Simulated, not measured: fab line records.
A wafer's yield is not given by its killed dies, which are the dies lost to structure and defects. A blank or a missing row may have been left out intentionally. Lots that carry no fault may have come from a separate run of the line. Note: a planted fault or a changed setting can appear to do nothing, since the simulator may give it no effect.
A lot that was struck, set against a sound lot | flow sky130 | 18 out of 708 route steps
Sound: wafers L136.1, L136.4, L136.5. Struck: wafers L144.2, L144.6. (L144.3 of the same lot was not struck and is left out.) The cause comes at the end.
Order at every step that has rows: each side's tool, ch and its chambers, its first start. Under that, the readings that differ: sound wafers | struck wafers | difference of the means | sigmas: that difference in standard deviations of wafers without a fault.
alike: readings with means less than 2 such deviations apart, plus words and numbers identical on both sides. not compared: withheld readings, readings lacking a value on some wafer, bounds such as >300 that could conceal the same value, and numbers that have no deviation in the record and whose values overlap.
The two part at a step that has a row with sigmas, a row that says differs or no value, or rows on one side only. When numbers do not overlap yet have no deviation, they are printed without sigmas and do not part them. A reading missing from all wafers of one side parts the sides only when that side holds two or more wafers.

first, 3 steps without rows for these wafers: SKY_VIA3_EXPOSE_09 (exposes mask VIM3, target cd 200 nm); SKY_VIA3_PEB_10; SKY_VIA3_DEVELOP_11 (develop time 60 s).
SKY_VIA3_CD_MEAS_12: target cd 200 nm.
  sound: cdSem-02 at day 41 10:07; struck: cdSem-01 at day 43 18:57
  alike: cdNm
SKY_VIA3_OVL_MEAS_13:
  sound: overlay-01 at day 41 10:14; struck: overlay-01 at day 43 19:04
  alike: VIA3_OVL
SKY_VIA3_ETCH_14: etches BARC in N2/H2, stops on SiO2, time 45.9 s, target depth 60 nm.
  sound on rieDiel-01 ch 0,2,3, day 41 10:17; struck on rieDiel-01 ch 0,1, day 43 19:05
  alike: drypumpMotorCurrentA, oesProductAu, throttleValvePct
  not compared: rfHoursCounterH
SKY_VIA3_ETCH_15: etches SiO2 in C4F8/O2/Ar, stops on TiN, target depth 507 nm, time 78 s.
  sound on rieDiel-01 ch 0,2,3, day 41 10:19; struck on rieDiel-01 ch 0,1, day 43 19:08
  alike: oesProductAu
  not compared: rfHoursCounterH
SKY_VIA3_STRIP_16: strips in O2/N2.
  sound on plasmaAsher-01 ch 0,1, day 41 10:23; struck on plasmaAsher-01 ch 0, day 43 19:11
reading                  | sound             | struck      | difference | sigmas
stripTimeToEndpointS (s) | 4.165 4.165 4.163 | 4.080 4.094 | -0.077     | -3
  alike: drypumpMotorCurrentA, oesProductAu
  not compared: rfHoursCounterH
then, 3 steps without rows for these wafers: SKY_VIA3_STRIP_17 (strips in post etch residue remover, time 1200 s); SKY_VIA3_CLEAN_18 (cleans in IPA, time 180 s); SKY_VIA3_CLEAN_19 (cleans in O3/DIW).
SKY_VIA3_SPUTTER_20: material TiN, target thk 20 nm, time 80 s.
  sound: pvdSputter-03 at day 41 10:59; struck: pvdSputter-02 at day 43 19:47
  alike: throttleValvePct
SKY_VIA3_CVD_21: deposits W, target thk 390 nm, time 117.31 s.
  sound on cvdW-02 ch 0, day 41 11:02; struck on cvdW-02 ch 0, day 43 19:50
reading                           | sound           | struck      | difference | sigmas
model.W_of_VIA3_CVD_21.thkNm (nm) | 395 392.7 389.4 | 484.6 483.7 | +91.8      | 
  alike: heaterPowerW
SKY_VIA3_RS_MEAS_22: the measuring method here is four-point-probe.
  sound: filmMetro-03 at day 41 11:10; struck: filmMetro-04 at day 43 19:59
reading            | sound                | struck        | difference | sigmas
VIA3_W_RS (ohm/sq) | 0.2901 0.2924 0.2948 | 0.2362 0.2361 | -0.0563    | -20
SKY_VIA3_THK_MEAS_23: measures by xrf.
  sound: filmMetro-03 at day 41 11:17; struck: filmMetro-04 at day 43 20:06
reading         | sound       | struck  | difference | sigmas
VIA3_W_THK (nm) | 396 399 394 | 483 485 | +88        | +18
SKY_VIA3_CMP_24: polishes, stops on SiO2, t overpolish 20 s, target thk 0 nm.
  sound on cmp-01 ch 0,2,3, day 41 11:24; struck on cmp-01 ch 2, day 43 20:09
reading             | sound          | struck      | difference | sigmas
timeToEndpointS (s) | 93.7 95.3 97.7 | 120.7 119.9 | +24.7      | +9
  alike: motorCurrentA
SKY_METAL4_SPUTTER_00: material Ti, target thk 15 nm, time 10 s.
  sound: pvdSputter-01 at day 41 11:39; struck: pvdSputter-01 at day 43 20:27
  alike: throttleValvePct
following that, these wafers have no rows for 1 step: SKY_PAD_OPEN_PROBE_99.

== WHERE THEY PART ==
Last at SKY_VIA3_CMP_24 as far as this record goes, first at SKY_VIA3_STRIP_16. Later steps at which nothing parts them and some readings are alike: SKY_METAL4_SPUTTER_00.

WHY: whatever the simulator had introduced
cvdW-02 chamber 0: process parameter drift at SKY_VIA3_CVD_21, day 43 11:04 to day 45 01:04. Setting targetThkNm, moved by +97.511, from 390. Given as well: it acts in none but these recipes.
